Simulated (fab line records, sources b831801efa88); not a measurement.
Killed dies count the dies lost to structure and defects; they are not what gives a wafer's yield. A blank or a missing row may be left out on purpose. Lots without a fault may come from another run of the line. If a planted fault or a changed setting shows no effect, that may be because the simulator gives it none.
Commonality check across tools :: flow gf180mcu :: Sample size 12 lots and 36 wafers

## WHY IT WAS OPENED
Of 12 lots, 2 have the reading VT_IMPLANT_TW flagged at GF_VT_IMPLANT_TW_MEAS_10. No-fault wafers: 565, standard deviation 9.
Rule: a lot gets a flag if all its wafers with a number sit over 4 standard deviations from that mean, or if no wafer of it has a number. The other lots count as sound.

lot: L255
measured: day 6 00:13
on: film_metro-03
VT_IMPLANT_TW, wafer by wafer: 575 573 572
flag: 

lot: L256
measured: day 6 03:16
on: film_metro-03
VT_IMPLANT_TW, wafer by wafer: 576 569 572
flag: 

lot: L257
measured: day 6 08:11
on: film_metro-04
VT_IMPLANT_TW, wafer by wafer: 558 556 554
flag: 

lot: L259
measured: day 6 22:32
on: film_metro-03
VT_IMPLANT_TW, wafer by wafer: 573 573 574
flag: 

lot: L261
measured: day 7 10:51
on: film_metro-02
VT_IMPLANT_TW, wafer by wafer: 569 568 567
flag: 

lot: L262
measured: day 7 16:59
on: film_metro-03
VT_IMPLANT_TW, wafer by wafer: 569 564 568
flag: 

lot: L265
measured: day 8 10:49
on: film_metro-04
VT_IMPLANT_TW, wafer by wafer: 553 552 554
flag: 

lot: L266
measured: day 8 18:35
on: film_metro-04
VT_IMPLANT_TW, wafer by wafer: 551 554 552
flag: 

lot: L271
measured: day 10 00:55
on: film_metro-03
VT_IMPLANT_TW, wafer by wafer: 505 504 509
flag: FLAGGED

lot: L272
measured: day 10 05:04
on: film_metro-03
VT_IMPLANT_TW, wafer by wafer: 573 571 570
flag: 

lot: L273
measured: day 10 11:32
on: film_metro-02
VT_IMPLANT_TW, wafer by wafer: 505 504 506
flag: FLAGGED

lot: L274
measured: day 10 17:20
on: film_metro-03
VT_IMPLANT_TW, wafer by wafer: 575 575 574
flag: 
The numbers of the flagged lots are 506 on average: -60 against the usual, or -7 standard deviations.

## LOT BY LOT: THE TOOL USED
The record holds 1 process step before the reading, out of a route of 602 steps. Cell contents, in order: the tool; ch with the chambers the sampled wafers went through; the start.
lot: L255
flag: 
GF_VT_IMPLANT_IMPLANT_08: implanter-04 ch 0, day 5 23:58

lot: L256
flag: 
GF_VT_IMPLANT_IMPLANT_08: implanter-03 ch 0, day 6 03:01

lot: L257
flag: 
GF_VT_IMPLANT_IMPLANT_08: implanter-03 ch 0, day 6 07:58

lot: L259
flag: 
GF_VT_IMPLANT_IMPLANT_08: implanter-01 ch 0, day 6 22:17

lot: L261
flag: 
GF_VT_IMPLANT_IMPLANT_08: implanter-03 ch 0, day 7 10:37

lot: L262
flag: 
GF_VT_IMPLANT_IMPLANT_08: implanter-03 ch 0, day 7 16:46

lot: L265
flag: 
GF_VT_IMPLANT_IMPLANT_08: implanter-03 ch 0, day 8 10:34

lot: L266
flag: 
GF_VT_IMPLANT_IMPLANT_08: implanter-01 ch 0, day 8 18:22

lot: L271
flag: FLAGGED
GF_VT_IMPLANT_IMPLANT_08: implanter-03 ch 0, day 10 00:40

lot: L272
flag: 
GF_VT_IMPLANT_IMPLANT_08: implanter-04 ch 0, day 10 04:50

lot: L273
flag: FLAGGED
GF_VT_IMPLANT_IMPLANT_08: implanter-03 ch 0, day 10 11:19

lot: L274
flag: 
GF_VT_IMPLANT_IMPLANT_08: implanter-04 ch 0, day 10 17:05
What these steps do:
- GF_VT_IMPLANT_IMPLANT_08
- GF_VT_IMPLANT_TW_MEAS_10

## FLAGGED OVER TOTAL, TOOL BY TOOL (the gauges that took the reading come last)
step: GF_VT_IMPLANT_IMPLANT_08
tool: implanter-01
lots run: 2
flagged: 0
share of the flagged lots: none
sound lots run after its first flagged lot: -

step: GF_VT_IMPLANT_IMPLANT_08
tool: implanter-03
lots run: 7
flagged: 2
share of the flagged lots: all
sound lots run after its first flagged lot: 0

step: GF_VT_IMPLANT_IMPLANT_08
tool: implanter-04
lots run: 3
flagged: 0
share of the flagged lots: none
sound lots run after its first flagged lot: -

step: GF_VT_IMPLANT_TW_MEAS_10
tool: film_metro-02
lots run: 2
flagged: 1
share of the flagged lots: some
sound lots run after its first flagged lot: 0

step: GF_VT_IMPLANT_TW_MEAS_10
tool: film_metro-03
lots run: 7
flagged: 1
share of the flagged lots: some
sound lots run after its first flagged lot: 2 (L272,L274)

step: GF_VT_IMPLANT_TW_MEAS_10
tool: film_metro-04
lots run: 3
flagged: 0
share of the flagged lots: none
sound lots run after its first flagged lot: -

## WHAT IS ALLOWED BY THE TABLE
In the table, 1 row covers all flagged lots: implanter-03 at GF_VT_IMPLANT_IMPLANT_08.
- implanter-03 at GF_VT_IMPLANT_IMPLANT_08: 2 of its 7 lots flagged. A fault beginning between L265 (day 8 10:34), its last sound lot, and L271 (day 10 00:40), its first flagged one, fits the data. Its own readings lie more than 4 standard deviations out on every wafer of the flagged lots: dose_ions_cm2, faraday_current_uA.
implanter-03 at GF_VT_IMPLANT_IMPLANT_08 is the single tool remaining.

## WHAT HAD BEEN PUT IN BY THE SIMULATOR
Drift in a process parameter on implanter-03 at GF_VT_IMPLANT_IMPLANT_08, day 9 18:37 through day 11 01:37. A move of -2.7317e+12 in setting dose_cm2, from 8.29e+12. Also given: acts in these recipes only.
Struck lots among those shown: L271, L273. This agrees with what the rule above found.
